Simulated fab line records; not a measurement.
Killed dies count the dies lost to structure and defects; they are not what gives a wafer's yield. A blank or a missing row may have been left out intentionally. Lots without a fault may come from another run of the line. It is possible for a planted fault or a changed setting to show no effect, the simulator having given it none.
fab line records	flow sky130
record lots=10	wafers=30	lastDay=50
route steps=708 shown VT_ADJUST_HVTR@141 POLY_GATE@204 LDD_LDN@296
lots that met no fault: taken from a fault-free run of the same line
startH: the number of hours between the record's first day and the start of the first shown wafer of the lot	waitH: hours elapsed since this lot's preceding step	" the same as in the row above	L1.1+2: a row that stands for several wafers	- no value present, or no start provided	* or withheld: withheld	< > ~ a bound
route shown NAME@n: names a module that has steps shown in the file, with the first one's number in the route	usual: mean and standard deviation over wafers with no fault	same: alike in all rows	chamber/n: place in a boat	sites: per-site readings	_std_site: their standard deviation	_edge_site: outer sites' mean less inner sites'	radiusMm: how far each site lies from the wafer's centre	mask NAME#n: copy n	behind: the tool/chamber that last shaped the wafer	hold: cause of the lot's hold/its duration in hours/its outcome	device: which transistor (n, p or np) failed to switch	end of line: tests run on the same wafers once the route is complete	step lacking rows: just its recipe	killed: dies lost to structure and defects at the first sort, not the wafer's yield	map: a wafer's dies, x killed, . not, _ none there
set.NAME: setting as actually run; set.NAME@STEP: the setting as run at that earlier step	model.NAME: the simulator's own value behind a step, which no gauge read
steps of the route over a sample of lots; a table a step, a row a wafer
services: from which hour (startH, from the record's first day; less than 0 if before it) a tool's chamber was out of use, for how many hours, and why
## steps
# step SKY_VT_ADJUST_HVTR_STRIP_10
# recipe chemistry=O2/N2	powerW=1400	pressureMtorr=1500	platenTempC=withheld	o2FlowSccm=3000	n2FlowSccm=300	overashFraction=0.5
# usual drypumpMotorCurrentA=6.2/0.32	oesProductAu=0.716/0.0045	stripTimeToEndpointS=14.17/0.044
lot.wafer	tool	chamber	startH	waitH	drypumpMotorCurrentA	oesProductAu	rfHoursCounterH	stripTimeToEndpointS
L259.2	plasmaAsher-02	1	201.12	0.1	6.0	0.712	37	14.11
L259.4	"	0	"	"	6.3	0.713	-	14.14
L259.5	"	0	"	"	6.3	0.712	-	14.12
L260.1	plasmaAsher-02	0	212.82	0.1	6.3	0.715	38	14.11
L260.2	"	1	"	"	6.0	0.723	38	14.18
L260.3	"	1	"	"	6.1	0.719	-	14.17
L261.1	plasmaAsher-03	1	214.01	0.1	6.0	0.715	54	14.11
L261.5	"	0	"	"	6.1	0.723	-	14.08
L261.6	"	1	"	"	6.0	0.725	-	14.12
L262.1	plasmaAsher-04	0	221.52	0.1	6.9	0.703	56	14.22
L262.2	"	1	"	"	5.8	0.712	56	14.21
L262.5	"	0	"	"	6.8	0.723	-	14.21
L263.3	plasmaAsher-04	1	233.39	0.1	5.8	0.724	-	14.18
L263.5	"	1	"	"	5.8	0.707	-	14.13
L263.6	"	0	"	"	6.8	0.713	-	14.18
L264.1	plasmaAsher-02	0	245.47	0.1	6.4	0.721	41	14.23
L264.3	"	1	"	"	6.0	0.720	-	14.20
L264.4	"	0	"	"	6.3	0.711	-	14.24
L267.1	plasmaAsher-04	0	263.97	0.1	6.8	0.718	60	14.12
L267.2	"	1	"	"	5.8	0.705	60	14.12
L267.4	"	1	"	"	5.8	0.712	-	14.12
L268.2	plasmaAsher-04	0	268.82	0.1	6.8	0.722	60	14.21
L268.4	"	1	"	"	5.8	0.714	-	14.24
L268.6	"	1	"	"	5.8	0.710	-	14.17
L273.2	plasmaAsher-03	1	305.76	0.1	6.0	0.715	63	14.16
L273.3	"	1	"	"	6.0	0.717	-	14.17
L273.5	"	0	"	"	6.1	0.711	-	14.20
L282.2	plasmaAsher-03	1	379.26	0.1	6.0	0.716	70	14.17
L282.5	"	1	"	"	6.0	0.711	-	14.17
L282.6	"	0	"	"	6.1	0.725	-	14.16
# step SKY_POLY_GATE_CVD_00
# recipe material=poly-Si	targetThkNm=180	tempC=620	timeS=720	pressureMtorr=200
# usual spikeTcCentreC=620.9/1.1	spikeTcLowerC=620.1/1	spikeTcTopC=635.7/1.2	spikeTcUpperC=620.7/1.1	susceptorTempC=620.0/0.32	zonePowerCentrePct=9.33/0.16	zonePowerLowerPct=9.22/0.094
lot.wafer	tool	chamber	startH	waitH	spikeTcCentreC	spikeTcLowerC	spikeTcTopC	spikeTcUpperC	susceptorTempC	zonePowerCentrePct	zonePowerLowerPct
L259.2	lpcvd-01	1	305.79	0.0	621.4	619.3	636.5	621.2	620.1	9.38	9.30
L259.4	"	1	"	"	622.2	620.2	635.4	620.1	619.9	9.38	9.22
L259.5	"	1	"	"	620.5	619.4	637.6	621.6	619.6	9.54	9.23
L260.1	lpcvd-01	0	319.16	0.0	622.3	622.1	634.2	618.9	620.2	9.22	9.20
L260.2	"	0	"	"	620.6	618.5	634.2	622.2	620.1	9.29	9.08
L260.3	"	0	"	"	619.7	620.4	636.2	620.5	620.2	9.14	9.26
L261.1	lpcvd-01	1	325.99	0.0	622.4	619.7	634.9	622.2	620.2	9.41	9.34
L261.5	"	1	"	"	619.4	619.1	636.5	621.3	620.0	9.42	9.21
L261.6	"	1	"	"	620.9	620.8	637.3	619.1	619.7	9.57	9.25
L262.1	lpcvd-01	1	330.54	0.0	620.6	619.3	638.3	623.3	620.2	9.44	9.27
L262.2	"	1	"	"	619.6	618.9	636.7	622.2	620.5	9.50	9.20
L262.5	"	1	"	"	622.2	619.8	636.6	621.2	620.6	9.42	9.24
L263.3	lpcvd-01	1	346.11	0.0	619.4	618.4	636.5	622.1	620.3	9.62	9.38
L263.5	"	1	"	"	623.3	620.5	637.5	620.1	620.0	9.43	9.20
L263.6	"	1	"	"	620.1	619.0	636.3	621.5	619.9	9.39	9.27
L264.1	lpcvd-01	0	358.84	0.0	619.9	620.5	633.2	620.9	620.5	9.18	9.15
L264.3	"	0	"	"	621.5	619.9	636.2	619.5	620.1	9.12	9.15
L264.4	"	0	"	"	618.7	619.7	635.0	617.8	619.8	9.15	9.20
L267.1	lpcvd-01	0	379.41	0.0	619.7	619.3	637.0	621.2	620.4	9.15	9.12
L267.2	"	0	"	"	620.2	620.7	635.7	620.7	620.9	9.01	9.17
L267.4	"	0	"	"	621.9	621.7	634.4	619.9	620.9	9.14	9.32
L268.2	lpcvd-01	0	388.77	0.0	620.9	619.4	635.3	619.4	620.1	9.42	9.04
L268.4	"	0	"	"	622.5	620.2	635.8	620.2	619.4	9.11	9.14
L268.6	"	0	"	"	621.0	619.0	637.7	620.9	619.8	9.06	9.21
L273.2	lpcvd-01	0	430.93	1.2	617.4	614.2	630.8	616.8	616.1	9.16	9.08
L273.3	"	0	"	"	616.1	615.6	630.9	615.0	616.2	9.27	9.07
L273.5	"	0	"	"	617.7	617.0	631.5	615.8	616.1	9.18	9.03
L282.2	lpcvd-01	0	508.83	0.0	620.9	618.1	636.0	620.0	620.0	9.14	9.16
L282.5	"	0	"	"	621.3	620.8	635.1	619.4	620.6	9.16	9.24
L282.6	"	0	"	"	620.3	619.6	633.9	621.5	620.0	9.09	9.23
# step SKY_POLY_GATE_THK_MEAS_01
# recipe reads=poly-Si_of_POLY_GATE_CVD_00
# usual POLY_GATE_CVD_00_THK=179.6/1.6
lot.wafer	tool	chamber	startH	waitH	POLY_GATE_CVD_00_THK[nm]
L259.2	filmMetro-04	-	307.00	0.0	179.3
L259.4	"	-	"	"	180.0
L259.5	"	-	"	"	178.7
L260.1	filmMetro-03	-	320.36	0.0	184.0
L260.2	"	-	"	"	182.1
L260.3	"	-	"	"	182.6
L261.1	filmMetro-04	-	327.19	0.0	179.2
L261.5	"	-	"	"	176.1
L261.6	"	-	"	"	178.9
L262.1	filmMetro-04	-	331.74	0.0	181.3
L262.2	"	-	"	"	182.6
L262.5	"	-	"	"	180.7
L263.3	filmMetro-04	-	347.33	0.0	179.7
L263.5	"	-	"	"	178.9
L263.6	"	-	"	"	180.7
L264.1	filmMetro-01	-	360.04	0.0	180.2
L264.3	"	-	"	"	181.6
L264.4	"	-	"	"	179.6
L267.1	filmMetro-03	-	380.61	0.0	176.3
L267.2	"	-	"	"	177.3
L267.4	"	-	"	"	178.3
L268.2	filmMetro-03	-	389.98	0.0	179.3
L268.4	"	-	"	"	181.0
L268.6	"	-	"	"	180.9
L273.2	filmMetro-03	-	433.64	0.0	161.2
L273.3	"	-	"	"	160.7
L273.5	"	-	"	"	161.6
L282.2	filmMetro-03	-	510.04	0.0	179.3
L282.5	"	-	"	"	180.0
L282.6	"	-	"	"	179.6
# step SKY_POLY_GATE_ETCH_15
# recipe chemistry=N2/H2	target=BARC	ionEnergyEv=200	sourceW=500	biasW=100	pressureMtorr=30	n2FlowSccm=100	h2FlowSccm=200	stopOn=SiO2	timeS=118.5	targetDepthA=1100
# usual drypumpMotorCurrentA=5.6/0.54	oesProductAu=0.716/0.0047	throttleValvePct=13.214/0.0091
lot.wafer	tool	chamber	startH	waitH	drypumpMotorCurrentA	oesProductAu	rfHoursCounterH	throttleValvePct
L259.2	rieDiel-04	1	362.01	0.0	5.2	0.718	64	13.205
L259.4	"	2	"	"	5.6	0.712	93	13.209
L259.5	"	0	"	"	6.2	0.725	-	13.224
L260.1	rieDiel-03	3	376.01	0.0	4.7	0.720	4	13.221
L260.2	"	1	"	"	6.0	0.716	110	13.206
L260.3	"	2	"	"	5.7	0.722	10	13.201
L261.1	rieDiel-04	3	385.02	0.0	5.6	0.717	2	13.200
L261.5	"	1	"	"	5.2	0.716	-	13.202
L261.6	"	0	"	"	6.2	0.722	-	13.217
L262.1	rieDiel-04	2	391.26	0.0	5.7	0.715	94	13.219
L262.2	"	3	"	"	5.6	0.715	3	13.219
L262.5	"	1	"	"	5.2	0.712	-	13.211
L263.3	rieDiel-04	0	406.02	0.0	6.2	0.724	4	13.209
L263.5	"	0	"	"	6.2	0.717	-	13.213
L263.6	"	3	"	"	5.7	0.720	-	13.215
L264.1	rieDiel-01	2	420.52	0.0	5.2	0.715	18	13.228
L264.3	"	0	"	"	5.9	0.716	13	13.216
L264.4	"	1	"	"	6.5	0.722	72	13.196
L267.1	rieDiel-01	3	442.61	0.0	5.3	0.719	76	13.218
L267.2	"	2	"	"	5.2	0.711	19	13.215
L267.4	"	3	"	"	5.3	0.718	-	13.210
L268.2	rieDiel-04	3	452.86	0.0	5.6	0.719	4	13.201
L268.4	"	2	"	"	5.6	0.709	95	13.215
L268.6	"	1	"	"	5.2	0.716	-	13.204
L273.2	rieDiel-01	3	497.51	0.0	5.2	0.717	77	13.209
L273.3	"	2	"	"	5.2	0.712	20	13.209
L273.5	"	0	"	"	5.9	0.709	-	13.225
L282.2	rieDiel-01	2	570.66	0.0	5.1	0.720	21	13.214
L282.5	"	1	"	"	6.6	0.719	-	13.222
L282.6	"	2	"	"	5.2	0.721	-	13.238
# step SKY_POLY_GATE_ETCH_17
# recipe targetDepthNm=180	stopOn=SiO2	overEtchFrac=0.56667	chemistry=HBr/Cl2	target=poly-Si	icpW=400	biasW=100	pressureMtorr=10	HBr_flow_sccm=150	Cl2_flow_sccm=50	timeS=70.5
# usual drypumpMotorCurrentA=6.2/0.48	heBacksideLeakSccm=2.56/0.25	oesProductAu=0.985/0.0059	throttleValvePct=33.683/0.0093
lot.wafer	tool	chamber	startH	waitH	drypumpMotorCurrentA	heBacksideLeakSccm	oesProductAu	rfHoursCounterH	throttleValvePct
L259.2	rieSi-02	1	362.19	0.0	5.2	2.50	0.981	62	33.701
L259.4	"	0	"	"	6.6	2.43	0.982	-	33.681
L259.5	"	1	"	"	5.2	2.67	0.984	-	33.680
L260.1	rieSi-02	0	376.19	0.0	6.5	2.49	1.004	5	33.684
L260.2	"	2	"	"	6.8	2.81	0.990	1	33.683
L260.3	"	3	"	"	6.1	2.46	0.985	17	33.676
L261.1	rieSi-01	1	385.20	0.0	6.6	2.63	0.982	4	33.680
L261.5	"	0	"	"	6.1	2.43	0.984	-	33.687
L261.6	"	1	"	"	6.6	2.64	0.981	-	33.683
L262.1	rieSi-01	2	391.44	0.0	6.0	2.56	0.987	5	33.679
L262.2	"	1	"	"	6.6	2.44	0.985	4	33.683
L262.5	"	3	"	"	6.4	2.33	0.981	-	33.672
L263.3	rieSi-01	2	406.20	0.0	6.0	2.68	0.984	5	33.697
L263.5	"	2	"	"	6.0	2.54	0.984	-	33.673
L263.6	"	1	"	"	6.6	2.55	0.980	-	33.704
L264.1	rieSi-01	1	420.70	0.0	6.6	2.46	0.980	4	33.672
L264.3	"	0	"	"	6.1	2.41	0.994	27	33.698
L264.4	"	3	"	"	6.4	2.38	0.986	1	33.662
L267.1	rieSi-02	3	442.80	0.0	6.1	2.43	0.972	18	33.683
L267.2	"	0	"	"	6.6	2.41	0.981	5	33.675
L267.4	"	1	"	"	5.3	2.59	0.980	63	33.693
L268.2	rieSi-02	2	453.04	0.0	6.8	2.91	0.990	1	33.699
L268.4	"	1	"	"	5.2	2.62	0.992	63	33.664
L268.6	"	1	"	"	5.2	2.44	0.991	-	33.678
L273.2	rieSi-02	0	497.69	0.0	6.6	2.48	0.913	6	33.680
L273.3	"	2	"	"	6.7	2.92	0.912	2	33.684
L273.5	"	0	"	"	6.6	2.51	0.919	-	33.686
L282.2	rieSi-01	1	570.84	0.0	6.6	2.59	0.983	5	33.672
L282.5	"	1	"	"	6.6	2.55	0.977	-	33.673
L282.6	"	0	"	"	6.0	2.46	0.980	-	33.672
# step SKY_LDD_LDN_OVL_MEAS_07
# usual LDD_LDN_OVL=0.7/1.3
lot.wafer	tool	chamber	startH	waitH	LDD_LDN_OVL[nm]
L259.2	overlay-02	-	516.71	0.1	0.5
L259.4	"	-	"	"	0.0
L259.5	"	-	"	"	1.1
L260.1	overlay-02	-	530.10	0.1	-1.9
L260.2	"	-	"	"	-0.9
L260.3	"	-	"	"	-1.4
L261.1	overlay-02	-	542.10	0.1	1.4
L261.5	"	-	"	"	1.8
L261.6	"	-	"	"	1.5
L262.1	overlay-02	-	547.01	0.1	0.1
L262.2	"	-	"	"	1.8
L262.5	"	-	"	"	0.4
L263.3	overlay-01	-	561.32	0.1	0.6
L263.5	"	-	"	"	0.2
L263.6	"	-	"	"	1.1
L264.1	overlay-01	-	575.80	0.1	-0.5
L264.3	"	-	"	"	-0.1
L264.4	"	-	"	"	0.5
L267.1	overlay-01	-	596.46	0.1	2.4
L267.2	"	-	"	"	1.9
L267.4	"	-	"	"	4.0
L268.2	overlay-01	-	606.40	0.1	0.6
L268.4	"	-	"	"	1.7
L268.6	"	-	"	"	1.9
L273.2	overlay-02	-	647.91	0.1	-0.1
L273.3	"	-	"	"	-0.5
L273.5	"	-	"	"	0.4
L282.2	overlay-02	-	717.30	0.1	-1.7
L282.5	"	-	"	"	-0.8
L282.6	"	-	"	"	-0.9
## services
tool	chamber	startH	hours	kind
rieDiel-04	3	243.08	3.8	repair
rieSi-01	0	265.01	17.5	repair
rieDiel-04	1	308.46	3.1	repair
plasmaAsher-04	-	317.28	3.5	repair
rieDiel-04	3	317.84	44.0	repair
rieSi-02	2	347.00	21.7	repair
rieDiel-04	2	353.16	7.1	repair
rieSi-01	0	354.64	7.5	repair
rieSi-02	1	376.03	4.0	repair
rieDiel-01	1	381.52	4.9	repair
lpcvd-01	-	396.74	14.6	pm
plasmaAsher-04	-	399.44	9.5	pm
rieDiel-04	-	406.97	14.6	pm
plasmaAsher-04	-	421.25	9.0	pm
plasmaAsher-04	-	425.74	2.7	repair
rieSi-01	1	432.78	2.3	repair
rieDiel-01	1	440.42	4.3	repair
rieSi-01	-	441.88	2.8	pm
rieSi-01	0	445.56	32.4	repair
rieSi-02	-	467.82	0.6	repair
rieDiel-01	0	470.10	3.6	repair
rieSi-01	2	474.53	12.6	repair
rieDiel-04	-	478.06	0.2	repair
rieDiel-04	-	494.12	0.5	repair
## key
firstSign step=SKY_POLY_GATE_CVD_00	reading=susceptorTempC	direction=down	sigmas=12	usual=*	struck=*
effect step=SKY_POLY_GATE_CVD_00	reading=spikeTcLowerC	direction=down	sigmas=4.3	usual=620.1	struck=615.6
effect step=SKY_POLY_GATE_THK_MEAS_01	reading=POLY_GATE_CVD_00_THK	direction=down	sigmas=11	usual=179.6	struck=161.2
effect step=SKY_POLY_GATE_ETCH_17	reading=oesProductAu	direction=down	sigmas=12	usual=0.985	struck=0.915
metAt SKY_POLY_GATE_CVD_00
struckLots L273
struckWafers L273.2,L273.3,L273.5
testerLeftOut L273
notActingAt SKY_VT_ADJUST_HVTR_STRIP_10,SKY_POLY_GATE_ETCH_15,SKY_LDD_LDN_OVL_MEAS_07
fault kind=processParameterDrift	tool=lpcvd-01	chamber=0	onsetH=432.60	steps=SKY_POLY_GATE_CVD_00	channel=tempC	offset=*	shape=step	endH=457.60	stated=*
# testerLeftOut: of these lots the tester's yield and bins aren't shown, on N5 and GAA mostly nor the transistor test; their killed dies are dies lost to structure and defects alone, not to doping, threshold or leakage, so they don't give the yield
